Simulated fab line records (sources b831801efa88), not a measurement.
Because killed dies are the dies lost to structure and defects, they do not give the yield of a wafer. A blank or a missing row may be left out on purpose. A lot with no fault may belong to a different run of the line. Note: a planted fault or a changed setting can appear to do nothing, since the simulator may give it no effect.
A struck lot beside a sound one	flow sky130	22 steps out of a route of 708
Sound: wafers L863.2, L863.3, L863.5. Struck: wafer L866.5; the same lot's L866.1 was not struck, so it is left out; see the end for the cause.
Per side, at each step with rows, come the tool, then ch with its chambers, and then its first start. Under that, the readings that differ: sound wafers	struck wafers	difference of the means	sigmas: that difference in standard deviations of wafers without a fault.
alike: same words and numbers on both sides, and readings whose means sit less than 2 such deviations apart. not compared: any withheld reading, any reading some wafer has no value for, any bound like >300 that may hide the same value, and any number with overlapping values for which the record gives no deviation.
A row with sigmas, a row that says differs or no value, or rows on one side alone: a step with any of these is where the two part. Non-overlapping numbers with no deviation appear without sigmas and do not part them. A reading missing from all wafers of one side parts the sides only when that side holds two or more wafers.

first, 4 steps without rows for these wafers: SKY_NWELL_SOFTBAKE_06; SKY_NWELL_EXPOSE_07 (exposes mask NWM, target cd 840 nm); SKY_NWELL_PEB_08; SKY_NWELL_DEVELOP_09 (develop time 60 s).
SKY_NWELL_OVL_MEAS_10:
  sound on overlay-02, day 5 17:37; struck on overlay-01, day 6 09:07
  alike: NWELL_00_OVL
then, 3 steps without rows for these wafers: SKY_NWELL_IMPLANT_11; SKY_NWELL_IMPLANT_12; SKY_NWELL_IMPLANT_13.
SKY_NWELL_STRIP_14: strips in O2/N2.
  sound on plasma asher-01 ch 0,1, day 5 18:05; struck on plasma asher-03 ch 0, day 6 09:36
  alike: drypump motor current A, oes product au, strip time to endpoint s
  not compared: rf hours counter h
SKY_NWELL_TW_MEAS_15:
  sound on film metro-01, day 5 18:12; struck on film metro-02, day 6 09:42
  alike: NWELL_TW
then, 2 steps without rows for these wafers: SKY_NWELL_DEHYDRATE_16 (time 60 s); SKY_NWELL_HMDS_17 (prime time 60 s).
SKY_NWELL_COAT_18: resist thk 3000 nm.
  sound on litho track-02 ch 0, day 6 02:42; struck on litho track-02 ch 0, day 6 19:01
reading	sound	struck	difference	sigmas
model.coat_of_NWELL_COAT_18.thk nm (nm)	2989 2996 3003	1795	-1201	
  alike: exhaust pa
then, 3 steps without rows for these wafers: SKY_NWELL_SOFTBAKE_19; SKY_NWELL_EXPOSE_20 (exposes mask NWM COMPLEMENT, target cd 840 nm); SKY_NWELL_PEB_21.
SKY_NWELL_DEVELOP_22: develop time 60 s.
  sound on litho track-02 ch 0; struck on litho track-02 ch 0
reading	sound	struck	difference	sigmas
exhaust pa (Pa)	44.9 44.6 45.7	47.1	+2.0	+2
model.coat_of_NWELL_COAT_18.thk nm (nm)	2985 2992 2999	1791	-1201	
SKY_NWELL_OVL_MEAS_23:
  sound on overlay-02, day 6 12:47; struck on overlay-01, day 7 04:22
  alike: NWELL_01_OVL
next, for these wafers, 1 step has no rows: SKY_NWELL_IMPLANT_24.
SKY_NWELL_STRIP_25: strips in O2/N2.
  sound on plasma asher-04 ch 0,1, day 6 12:58; struck on plasma asher-01 ch 1, day 7 04:34
reading	sound	struck	difference	sigmas
strip time to endpoint s (s)	36.78 36.88 36.96	22.94	-13.93	-99 or more
  alike: drypump motor current A, oes product au
  not compared: rf hours counter h
SKY_NWELL_TW_MEAS_26:
  sound on film metro-01, day 6 13:04; struck on film metro-02, day 7 04:40
  alike: NWELL_2_TW
-- the record jumps here: 40 days lie between the struck wafers' starts before and after (it left off in module NWELL and takes up again in module PAD_OPEN, whose first step shown is number 708 of the route) --
SKY_PAD_OPEN_PROBE_99:
  sound on prober-01, day 46 20:01; struck on prober-02, day 47 09:49
reading	sound	struck	difference	sigmas
killed_at_M4_up	5 9 6	3	-4	-2
model.etest.nfet_16v.r on ohm um	1.422e+04 1.422e+04 1.413e+04	1.48e+04	+6.10e+02	
model.etest.pfet_16v.r on ohm um	1.513e+04 1.493e+04 1.503e+04	1.444e+04	-5.900e+02	
model.etest.res iso pwell.width nm (nm)	2631 2635 2655	2729	+89	
model.etest.res nwell.width nm (nm)	842.8 841.8 843.8	800.8	-42.0	
model.etest.pfet_16v.drive ua um	247.7 249.8 249.6	262	+13	
  alike: killed_at_M0_to_M3, killed at contacts, killed at front end, killed at other, killed dies, killed open, killed short

WHERE THEY PART
Earliest at SKY_NWELL_DEVELOP_22; latest, in this record, at SKY_PAD_OPEN_PROBE_99.

WHY: what the simulator had put in
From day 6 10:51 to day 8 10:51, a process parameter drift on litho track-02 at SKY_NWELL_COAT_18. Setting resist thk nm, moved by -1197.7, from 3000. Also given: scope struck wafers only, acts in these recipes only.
